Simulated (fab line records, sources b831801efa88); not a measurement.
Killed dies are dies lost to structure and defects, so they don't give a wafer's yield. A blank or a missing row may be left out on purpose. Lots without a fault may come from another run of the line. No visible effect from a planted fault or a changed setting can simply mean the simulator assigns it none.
fab line records | flow sky130
record: lots: 6 wafers: 18 last-day: 50
route steps=708 shown METAL3@567 VIA3@573 PAD_OPEN@708
lots untouched by any fault: they come from a run of this same line in which no faults occurred
start-h: hours from the record's first day to the start of the lot's first wafer shown | wait-h: hours elapsed since this lot's preceding step | " unchanged from the row above | L1.1+2: a row that stands for several wafers | - either no value or no given start | * or withheld: withheld | < > ~ a bound
route shown NAME@n: a module of which the file shows steps, and the number in the route of the first | usual: the fault-free wafers' mean and standard deviation | same: alike in all rows | chamber/n: place in a boat | sites: each site's reading | _std_site: the standard deviation of these | _edge_site: the outer-site mean with the inner-site mean subtracted | radius-mm: how far each site lies from the wafer's centre | mask NAME#n: copy n | behind: the tool/chamber that last shaped the wafer | hold: why the lot was held/for how many hours/how that ended | device: whichever transistor did not switch (one of n, p or np) | end of line: the same wafers' tests at the end of the route | a step given without rows: its recipe and nothing more | killed: the dies lost at the first sort to structure and to defects; this is not the yield of the wafer | map: per-die view of a wafer (x killed, . not killed, _ where there is no die)
set.NAME: the run value of the setting; set.NAME@STEP: its run value at that earlier step | model.NAME: the simulator's own value behind a step, which no gauge read
lots seen at some steps along the route; tables by step, rows by wafer
services: from which hour (start-h, from the record's first day; less than 0 if before it) a tool's chamber was out of use, for how many hours, and why
== steps ==
step: SKY_METAL3_ETCH_17
recipe: target: SiO2 stop-on: TiN chemistry: C4F8/O2/Ar source-w: 1500 bias-w: 1200 pressure-mtorr: 40 c4f8-flow-sccm: withheld O2_flow_sccm: 6 Ar_flow_sccm: 300 time-s: 3.9 target-depth-a: 150
usual: oes-product-au: 0.756/0.0065
columns lot.wafer tool chamber start-h wait-h oes-product-au
L961.3 rie-diel-04 0 904.05 0.0 0.756
L961.5 " 3 " " 0.758
L961.6 " 2 " " 0.762
L962.1 rie-diel-02 3 908.50 0.1 0.757
L962.5 " 3 " " 0.759
L962.6 " 2 " " 0.755
L970.3 rie-diel-04 3 986.42 0.0 0.754
L970.4 " 1 " " 0.768
L970.6 " 3 " " 0.767
L973.1 rie-diel-04 2 995.22 0.1 0.739
L973.2 " 0 " " 0.746
L973.4 " 3 " " 0.764
L976.3 rie-diel-03 3 1019.55 0.0 0.760
L976.4 " 1 " " 0.765
L976.6 " 3 " " 0.754
L984.1 rie-diel-03 2 1057.72 0.1 0.752
L984.3 " 0 " " 0.748
L984.4 " 3 " " 0.762
step: SKY_METAL3_METAL_ETCH_18
recipe: target-depth-a: 8450 stop-on: SiO2 over-etch-frac: 0.3 time-s: 183.1 chemistry: Cl2/BCl3 resist-sidewall-deg: 88 pressure-mtorr: 10 icp-w: 900 bias-w: 48.5 Cl2_flow_sccm: 60 bcl3-flow-sccm: 30
usual: drypump-motor-current-A: 5.7/0.65 oes-product-au: 0.864/0.0061 throttle-valve-pct: 22.263/0.0092
columns lot.wafer tool chamber start-h wait-h drypump-motor-current-A oes-product-au rf-hours-counter-h throttle-valve-pct
L961.3 rie-metal-02 1 904.12 0.1 5.1 0.864 - 22.267
L961.5 " 0 " " 6.8 0.864 - 22.249
L961.6 " 1 " " 5.0 0.862 - 22.253
L962.1 rie-metal-04 0 908.51 0.0 5.8 0.861 12 22.256
L962.5 " 1 " " 5.0 0.843 - 22.268
L962.6 " 0 " " 5.7 0.855 - 22.267
L970.3 rie-metal-02 0 986.50 0.1 6.8 0.860 - 22.256
L970.4 " 1 " " 5.1 0.869 - 22.275
L970.6 " 1 " " 5.1 0.869 - 22.236
L973.1 rie-metal-04 1 995.24 0.0 5.1 0.860 3 22.274
L973.2 " 0 " " 5.7 0.863 17 22.266
L973.4 " 0 " " 5.8 0.863 - 22.258
L976.3 rie-metal-03 0 1019.62 0.1 6.1 0.863 - 22.279
L976.4 " 1 " " 5.2 0.861 - 22.260
L976.6 " 1 " " 5.2 0.868 - 22.256
L984.1 rie-metal-04 0 1057.74 0.0 5.7 0.875 21 22.258
L984.3 " 0 " " 5.7 0.865 - 22.267
L984.4 " 1 " " 5.1 0.868 - 22.266
step: SKY_METAL3_STRIP_19
recipe: chemistry: O2/N2 power-w: 1400 pressure-mtorr: 1500 platen-temp-c: withheld o2-flow-sccm: 3000 n2-flow-sccm: 300 overash-fraction: 0.5
usual: drypump-motor-current-A: 5.79/0.15 n2-flow-sccm: 299.9/0.86 oes-product-au: 0.502/0.0053 strip-time-to-endpoint-s: 6.53/0.067
columns lot.wafer tool chamber start-h wait-h drypump-motor-current-A n2-flow-sccm oes-product-au rf-hours-counter-h strip-time-to-endpoint-s
L961.3 plasma-asher-04 0 904.27 0.1 5.70 299.6 0.499 - 6.50
L961.5 " 0 " " 5.72 300.4 0.505 - 6.60
L961.6 " 1 " " 5.83 298.3 0.508 - 6.55
L962.1 plasma-asher-01 1 908.69 0.1 5.77 298.9 0.500 16 6.60
L962.5 " 0 " " 5.83 302.4 0.495 - 6.49
L962.6 " 1 " " 5.78 299.5 0.512 - 6.58
L970.3 plasma-asher-01 0 986.65 0.1 5.83 300.2 0.506 - 6.57
L970.4 " 1 " " 5.80 300.4 0.499 - 6.47
L970.6 " 0 " " 5.85 299.1 0.504 - 6.45
L973.1 plasma-asher-04 0 995.42 0.1 5.71 299.5 0.495 56 6.42
L973.2 " 1 " " 5.82 300.1 0.498 56 6.53
L973.4 " 0 " " 5.72 299.5 0.505 - 6.53
L976.3 plasma-asher-03 1 1019.78 0.1 5.55 299.3 0.497 - 6.53
L976.4 " 0 " " 6.05 301.3 0.509 - 6.68
L976.6 " 0 " " 6.06 300.7 0.505 - 6.61
L984.1 plasma-asher-04 0 1057.92 0.1 5.73 299.3 0.509 63 6.52
L984.3 " 1 " " 5.79 299.9 0.497 - 6.53
L984.4 " 0 " " 5.70 299.6 0.504 - 6.48
step: SKY_METAL3_STRIP_20
recipe: chemistry: post-etch-residue-remover time-s: 1200 temp-c: 72.5
step: SKY_METAL3_CLEAN_21
recipe: chemistry: IPA time-s: 180 temp-c: 25
step: SKY_METAL3_CLEAN_22
recipe: chemistry: O3/DIW dry: n2-spin
step: SKY_VIA3_HDPCVD_00
recipe: material: SiO2 target-thk-nm: 1635 sigma-open-frac: 0.3 time-s: 272.5 temp-c: 400 sih4-flow-sccm: 60 pressure-mtorr: 6
step: SKY_VIA3_THK_MEAS_01
recipe: reads: SiO2_of_VIA3_HDPCVD_00
usual: VIA3_HDPCVD_THK: 1636/12
columns lot.wafer tool chamber start-h wait-h VIA3_HDPCVD_THK[nm]
L961.3 film-metro-04 - 905.03 0.1 1634
L961.5 " - " " 1635
L961.6 " - " " 1638
L962.1 film-metro-04 - 909.46 0.1 1649
L962.5 " - " " 1651
L962.6 " - " " 1635
L970.3 film-metro-04 - 987.40 0.1 1646
L970.4 " - " " 1655
L970.6 " - " " 1642
L973.1 film-metro-02 - 996.54 0.1 1629
L973.2 " - " " 1658
L973.4 " - " " 1639
L976.3 film-metro-02 - 1020.56 0.1 1652
L976.4 " - " " 1631
L976.6 " - " " 1648
L984.1 film-metro-04 - 1058.74 0.1 1629
L984.3 " - " " 1641
L984.4 " - " " 1623
step: SKY_VIA3_CMP_02
recipe: material: SiO2 down-force-psi: 4 platen-rpm: 60 pad-velocity-m-s: 0.94248
usual: motor-current-A: 11.4/0.89 slurry-filter-dp-kPa: 13.49/0.13
columns lot.wafer tool chamber start-h wait-h motor-current-A slurry-filter-dp-kPa
L961.3 cmp-02 0 905.07 0.0 12.3 13.41
L961.6 " 0 " " 12.4 13.42
L961.5 " 1 " " 11.5 13.34
L962.1 cmp-02 2 909.67 0.2 11.8 13.56
L962.6 " 3 " " 11.5 13.42
L962.5 " 0 " " 11.7 13.17
L970.3 cmp-02 1 987.44 0.0 11.9 13.54
L970.4 " 0 " " 11.9 13.68
L970.6 " 1 " " 11.1 13.35
L973.4 cmp-01 1 996.60 0.0 10.7 13.41
L973.1 " 2 " " 11.9 13.42
L973.2 " 3 " " 9.6 13.60
L976.3 cmp-02 2 1020.60 0.0 11.9 13.42
L976.4 " 0 " " 11.6 13.41
L976.6 " 2 " " 11.4 13.37
L984.4 cmp-02 3 1058.80 0.0 11.1 13.47
L984.1 " 0 " " 12.3 13.50
L984.3 " 1 " " 11.4 13.47
step: SKY_VIA3_BOW_MEAS_03
recipe: mode: bow
usual: VIA3_BOW: 80/7.8
columns lot.wafer tool chamber start-h wait-h VIA3_BOW[um]
L961.3 film-metro-02 - 905.41 0.3 79
L961.5 " - " " 76
L961.6 " - " " 85
L962.1 film-metro-02 - 909.82 0.1 88
L962.5 " - " " 79
L962.6 " - " " 94
L970.3 film-metro-04 - 987.78 0.3 87
L970.4 " - " " 74
L970.6 " - " " 94
L973.1 film-metro-02 - 996.90 0.2 81
L973.2 " - " " 87
L973.4 " - " " 81
L976.3 film-metro-04 - 1020.94 0.3 64
L976.4 " - " " 82
L976.6 " - " " 78
L984.1 film-metro-04 - 1059.10 0.2 85
L984.3 " - " " 73
L984.4 " - " " 72
step: SKY_VIA3_DEHYDRATE_04
recipe: temp-c: 200 time-s: 60
step: SKY_VIA3_HMDS_05
recipe: prime-time-s: 60 prime-temp-c: 120
step: SKY_VIA3_COAT_06
recipe: resist: BARC temp-c: withheld time-s: withheld spin-rpm: 3000 resist-thk-nm: 60
columns lot.wafer tool chamber start-h wait-h
L961.3+5+6 litho-track-03 0 918.18 0.1
L962.1+5+6 litho-track-04 0 922.59 0.1
L970.3+4+6 litho-track-03 0 999.48 0.1
L973.1+2+4 litho-track-03 0 1007.43 0.1
L976.3+4+6 litho-track-02 0 1031.10 0.1
L984.1+3+4 litho-track-02 0 1069.65 0.1
step: SKY_VIA3_COAT_07
recipe: resist: KrF-thick spin-rpm: 3000 resist-thk-nm: 450
step: SKY_VIA3_SOFTBAKE_08
recipe: temp-c: 100 time-s: 90 resist: KrF-thick
step: SKY_VIA3_EXPOSE_09
recipe: mask-id: VIM3 na: 0.8 source-shape: annular sigma-inner: 0.55 sigma-outer: 0.85 target-cd-nm: 200 dose-mj: 38
step: SKY_VIA3_PEB_10
recipe: peb-temp-c: withheld peb-time-s: withheld resist: KrF-thick
step: SKY_VIA3_DEVELOP_11
recipe: develop-time-s: 60 resist: KrF-thick dev-temp-c: 21
step: SKY_VIA3_CD_MEAS_12
recipe: target-cd-nm: 200
usual: cd-nm: 200.4/1.6
columns lot.wafer tool chamber start-h wait-h cd-nm
L961.3 cd-sem-02 - 930.57 - 200.9
L961.5 " - " " 200.1
L961.6 " - " " 200.3
L962.1 cd-sem-02 - 934.94 - 200.4
L962.5 " - " " 200.2
L962.6 " - " " 199.8
L970.3 cd-sem-02 - 1010.88 - 199.2
L970.4 " - " " 198.8
L970.6 " - " " 199.1
L973.1 cd-sem-01 - 1019.89 - 203.6
L973.2 " - " " 202.2
L973.4 " - " " 200.9
L976.3 cd-sem-02 - 1043.12 - 197.5
L976.4 " - " " 198.8
L976.6 " - " " 198.6
L984.1 cd-sem-01 - 1080.33 - 201.7
L984.3 " - " " 201.6
L984.4 " - " " 200.8
step: SKY_VIA3_OVL_MEAS_13
usual: VIA3_OVL: 1/5.3
columns lot.wafer tool chamber start-h wait-h VIA3_OVL[nm]
L961.3 overlay-02 - 930.67 0.1 6
L961.5 " - " " 15
L961.6 " - " " -3
L962.1 overlay-02 - 935.06 0.1 4
L962.5 " - " " -1
L962.6 " - " " -12
L970.3 overlay-02 - 1010.97 0.1 7
L970.4 " - " " 1
L970.6 " - " " -5
L973.1 overlay-02 - 1020.01 0.1 -14
L973.2 " - " " 1
L973.4 " - " " -3
L976.3 overlay-01 - 1043.22 0.1 7
L976.4 " - " " -1
L976.6 " - " " -1
L984.1 overlay-01 - 1080.45 0.1 -6
L984.3 " - " " -1
L984.4 " - " " -2
step: SKY_VIA3_ETCH_14
recipe: chemistry: N2/H2 target: BARC ion-energy-ev: 200 source-w: 500 bias-w: 100 pressure-mtorr: 30 n2-flow-sccm: 100 h2-flow-sccm: 200 stop-on: SiO2 time-s: 45.9 target-depth-a: 600
usual: drypump-motor-current-A: 5.6/0.55 n2-flow-sccm: 99.99/0.3 oes-product-au: 0.854/0.0051 throttle-valve-pct: 13.226/0.0083
columns lot.wafer tool chamber start-h wait-h drypump-motor-current-A n2-flow-sccm oes-product-au rf-hours-counter-h throttle-valve-pct model.etch.depth-nm
L961.3 rie-diel-04 2 930.69 0.0 6.4 100.56 0.851 18 13.226 59.72
L961.5 " 2 " " 6.4 100.42 0.857 - 13.221 59.89
L961.6 " 1 " " 6.0 100.13 0.850 - 13.230 59.8
L962.1 rie-diel-01 2 935.09 0.0 5.1 100.18 0.853 2 13.228 59.96
L962.5 " 3 " " 5.4 100.20 0.851 - 13.207 60.24
L962.6 " 2 " " 5.2 99.68 0.865 - 13.229 60.03
L970.3 rie-diel-03 1 1010.99 0.0 4.7 99.39 0.877 12 13.228 62.04
L970.4 " 0 " " 4.7 100.07 0.868 22 13.222 62.03
L970.6 " 3 " " 6.0 100.09 0.866 - 13.229 62.22
L973.1 rie-diel-03 2 1020.04 0.0 5.5 99.85 0.866 16 13.222 62.09
L973.2 " 0 " " 4.7 99.67 0.882 22 13.234 62.17
L973.4 " 1 " " 4.7 99.70 0.878 13 13.246 62.5
L976.3 rie-diel-04 2 1043.24 0.0 6.4 100.02 0.856 22 13.221 60.12
L976.4 " 3 " " 5.8 100.25 0.854 26 13.217 60.23
L976.6 " 0 " " 6.0 99.73 0.855 - 13.226 60.21
L984.1 rie-diel-01 0 1080.49 0.0 6.5 100.58 0.857 12 13.223 60.03
L984.3 " 2 " " 5.1 100.10 0.862 6 13.224 60.16
L984.4 " 1 " " 5.2 100.53 0.852 21 13.227 60.09
step: SKY_VIA3_ETCH_15
recipe: target: SiO2 chemistry: C4F8/O2/Ar target-depth-nm: 507 stop-on: TiN mask-material: KrF-thick source-w: 1500 bias-w: 1200 pressure-mtorr: 40 c4f8-flow-sccm: withheld O2_flow_sccm: 6 Ar_flow_sccm: 300 time-s: 78
usual: oes-product-au: 0.950/0.0045
columns lot.wafer tool chamber start-h wait-h oes-product-au
L961.3 rie-diel-04 2 930.73 0.0 0.945
L961.5 " 2 " " 0.948
L961.6 " 1 " " 0.945
L962.1 rie-diel-01 2 935.14 0.0 0.951
L962.5 " 3 " " 0.947
L962.6 " 2 " " 0.949
L970.3 rie-diel-03 1 1011.04 0.0 0.947
L970.4 " 0 " " 0.948
L970.6 " 3 " " 0.951
L973.1 rie-diel-03 2 1020.09 0.0 0.959
L973.2 " 0 " " 0.952
L973.4 " 1 " " 0.951
L976.3 rie-diel-04 2 1043.28 0.0 0.953
L976.4 " 3 " " 0.951
L976.6 " 0 " " 0.952
L984.1 rie-diel-01 0 1080.53 0.0 0.947
L984.3 " 2 " " 0.949
L984.4 " 1 " " 0.952
step: SKY_PAD_OPEN_PROBE_99
usual: defect-limited-yield: 82.6/1.9 killed_at_M0_to_M3: 43/6.9 killed_at_M4_up: 3.0/1.8 killed-at-contacts: 24/4.8 killed-at-front-end: 15/4.5 killed-at-other: 0.4/0.67 killed-dies: 86/9.2 killed-open: 46/6.9 killed-short: 39/6 sort_bin_3_pad_short: 0.8/0.39 sort_bin_5_function: 10.2/1.3 sort_bin_6_memory: 6.3/1.2 sort-n-pass: 406/9.2 sort-yield-pct: 82.6/1.9
same: gross-dies: 492 killed-at-back-side: 0 sort_bin_4_leakage[%]: 0 sort_bin_8_speed[%]: 0
columns lot.wafer tool chamber start-h wait-h defect-limited-yield[%] killed_at_M0_to_M3 killed_at_M4_up killed-at-contacts killed-at-front-end killed-at-other killed-dies killed-open killed-short sort_bin_3_pad_short[%] sort_bin_5_function[%] sort_bin_6_memory[%] sort-n-pass sort-yield-pct[%]
L961.3 prober-02 - 1075.65 0.2 84.3 35 8 26 8 0 77 43 34 0.2 7.7 7.7 415 84.3
L961.5 prober-02 - 1075.75 0.2 80.7 57 0 27 11 0 95 50 45 0.6 11.0 7.7 397 80.7
L961.6 prober-02 - 1075.80 0.2 84.3 35 1 27 14 0 77 39 38 0.8 9.1 5.7 415 84.3
L970.3 prober-02 - 1145.99 0.2 83.5 31 8 21 21 0 81 41 40 0.6 10.6 5.3 411 83.5
L970.4 prober-02 - 1146.04 0.2 82.9 37 7 29 11 0 84 40 44 1.2 10.8 5.1 408 82.9
L970.6 prober-02 - 1146.14 0.2 81.7 38 6 21 25 0 90 49 41 0.6 10.6 7.1 402 81.7
L973.1 prober-02 - 1153.92 0.1 80.7 46 3 31 15 0 95 51 43 1.0 11.0 7.3 397 80.7
L973.2 prober-02 - 1153.97 0.1 84.3 41 3 19 13 1 77 38 38 1.0 9.6 5.1 415 84.3
L973.4 prober-02 - 1154.07 0.2 77.2 57 5 32 18 0 112 54 57 1.4 13.4 7.9 380 77.2
L976.3 prober-02 - 1172.11 0.2 80.9 40 7 33 14 0 94 43 49 1.4 9.6 8.1 398 80.9
L976.4 prober-02 - 1172.16 0.2 83.7 39 1 22 18 0 80 37 39 0.8 9.3 6.1 412 83.7
L976.6 prober-02 - 1172.26 0.2 82.3 48 1 18 20 0 87 43 43 0.8 12.0 4.9 405 82.3
killed by level:class
L961.3 CONTACT:geometric-particle:open=11 VIA1:geometric-particle:open=10 LI_CONTACT:geometric-particle:open=5 CONTACT:geometric-particle:short=5 VIA2:geometric-particle:short=5 VIA2:geometric-particle:open=5 METAL4:geometric-particle:short=5 POLY_GATE:geometric-particle:short=4
L961.5 VIA1:geometric-particle:open=11 CONTACT:geometric-particle:open=11 METAL1:geometric-particle:short=11 VIA3:geometric-particle:open=10 LOCAL_INTERCONNECT:geometric-particle:short=7 METAL2:geometric-particle:short=7 LI_CONTACT:geometric-particle:open=4 VIA2:geometric-particle:open=4
L961.6 VIA1:geometric-particle:open=7 VIA3:geometric-particle:open=7 LI_CONTACT:geometric-particle:open=6 LI_CONTACT:geometric-particle:short=6 CONTACT:geometric-particle:short=6 CONTACT:geometric-particle:open=5 VIA1:geometric-particle:short=5 VIA2:geometric-particle:open=5
L970.3 LI_CONTACT:geometric-particle:open=8 CONTACT:geometric-particle:open=7 METAL1:geometric-particle:short=7 METAL4:geometric-particle:short=7 VIA1:geometric-particle:open=5 FIELD_ISO:geometric-particle:short=4 POLY_GATE:geometric-particle:short=4 LOCAL_INTERCONNECT:geometric-particle:short=4
L970.4 CONTACT:geometric-particle:open=13 VIA1:geometric-particle:open=8 VIA1:geometric-particle:short=8 CONTACT:geometric-particle:short=7 METAL2:geometric-particle:short=6 LI_CONTACT:geometric-particle:open=5 METAL4:geometric-particle:short=5 VIA3:geometric-particle:open=4
L970.6 VIA1:geometric-particle:open=13 FIELD_ISO:geometric-particle:open=9 POLY_GATE:geometric-particle:short=7 VIA1:geometric-particle:short=6 LI_CONTACT:geometric-particle:open=5 VIA3:geometric-particle:open=5 LOCAL_INTERCONNECT:geometric-particle:short=4 VIA2:geometric-particle:open=4
L973.1 VIA1:geometric-particle:open=12 CONTACT:geometric-particle:open=12 VIA3:geometric-particle:open=11 CONTACT:geometric-particle:short=7 LOCAL_INTERCONNECT:geometric-particle:short=6 POLY_GATE:geometric-particle:open=5 POLY_GATE:geometric-particle:short=5 METAL2:geometric-particle:short=5
L973.2 VIA1:geometric-particle:open=9 VIA2:geometric-particle:open=7 LOCAL_INTERCONNECT:geometric-particle:short=6 VIA3:geometric-particle:open=6 METAL1:geometric-particle:short=5 METAL2:geometric-particle:short=5 FIELD_ISO:geometric-particle:short=4 VIA1:geometric-particle:short=4
L973.4 VIA1:geometric-particle:open=17 CONTACT:geometric-particle:open=14 METAL2:geometric-particle:short=11 CONTACT:geometric-particle:short=8 VIA3:geometric-particle:short=6 VIA3:geometric-particle:open=5 LOCAL_INTERCONNECT:geometric-particle:short=5 METAL1:geometric-particle:short=5
L976.3 LI_CONTACT:geometric-particle:open=10 LOCAL_INTERCONNECT:geometric-particle:short=9 VIA1:geometric-particle:open=7 METAL2:geometric-particle:short=6 VIA3:geometric-particle:open=6 CONTACT:geometric-particle:open=5 VIA3:geometric-particle:short=5 METAL4:geometric-particle:short=5
L976.4 VIA1:geometric-particle:open=9 LOCAL_INTERCONNECT:geometric-particle:short=6 CONTACT:geometric-particle:short=6 METAL1:geometric-particle:short=6 CONTACT:geometric-particle:open=6 POLY_GATE:geometric-particle:open=5 METAL2:geometric-particle:short=5 VIA1:geometric-particle:short=4
L976.6 VIA1:geometric-particle:short=10 LI_CONTACT:geometric-particle:open=10 VIA1:geometric-particle:open=10 FIELD_ISO:geometric-particle:short=7 VIA3:geometric-particle:open=7 POLY_GATE:geometric-particle:short=4 VIA2:geometric-particle:open=4 VIA2:geometric-particle:short=4
== services ==
columns tool chamber start-h hours kind
rie-diel-04 3 882.70 2.9 repair
rie-metal-04 - 887.94 1.4 pm
plasma-asher-01 - 888.58 2.8 pm
rie-diel-03 - 903.88 3.2 repair
rie-diel-02 1 907.00 5.2 repair
cmp-02 - 912.00 4.0 pm
cmp-01 - 920.27 1.8 repair
cmp-02 - 924.68 0.9 repair
cmp-01 - 938.43 3.9 repair
rie-diel-03 0 939.51 16.7 repair
cmp-02 - 943.38 2.7 repair
rie-diel-02 3 943.89 4.0 repair
plasma-asher-03 - 955.74 1.0 repair
rie-metal-04 0 978.12 3.9 repair
cmp-02 - 978.58 4.5 repair
rie-diel-03 1 993.86 3.5 repair
cmp-02 - 999.97 1.1 repair
rie-diel-04 2 1002.61 5.2 repair
rie-diel-01 2 1007.55 4.3 repair
rie-diel-04 1 1009.22 2.2 repair
rie-metal-04 1 1013.16 6.1 repair
rie-diel-01 0 1029.78 9.2 repair
rie-diel-03 2 1062.49 7.7 repair
rie-diel-04 1 1079.70 3.9 repair
== key ==
first-sign: step: SKY_VIA3_ETCH_14 reading: oes-product-au direction: up sigmas: 3.7 usual: 0.854 struck: 0.873
effect none on later readings
model-effect: step: SKY_VIA3_ETCH_14 value: etch.depth-nm without: 59.78 struck: 62.18
met-at SKY_VIA3_COAT_06
struck-wafers L970.3,L970.4,L970.6,L973.1,L973.2,L973.4
onset-between 918.18 999.48
also-fits SKY_METAL3_ETCH_17:rie-diel-04,SKY_VIA3_ETCH_14:rie-diel-03
fault: kind: process-parameter-drift tool: litho-track-03 chamber: - onset-h: 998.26 steps: SKY_VIA3_COAT_06 channel: resist-thk-nm offset: 2.4089 shape: step end-h: 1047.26 acts-in: these-recipes-only stated: 60
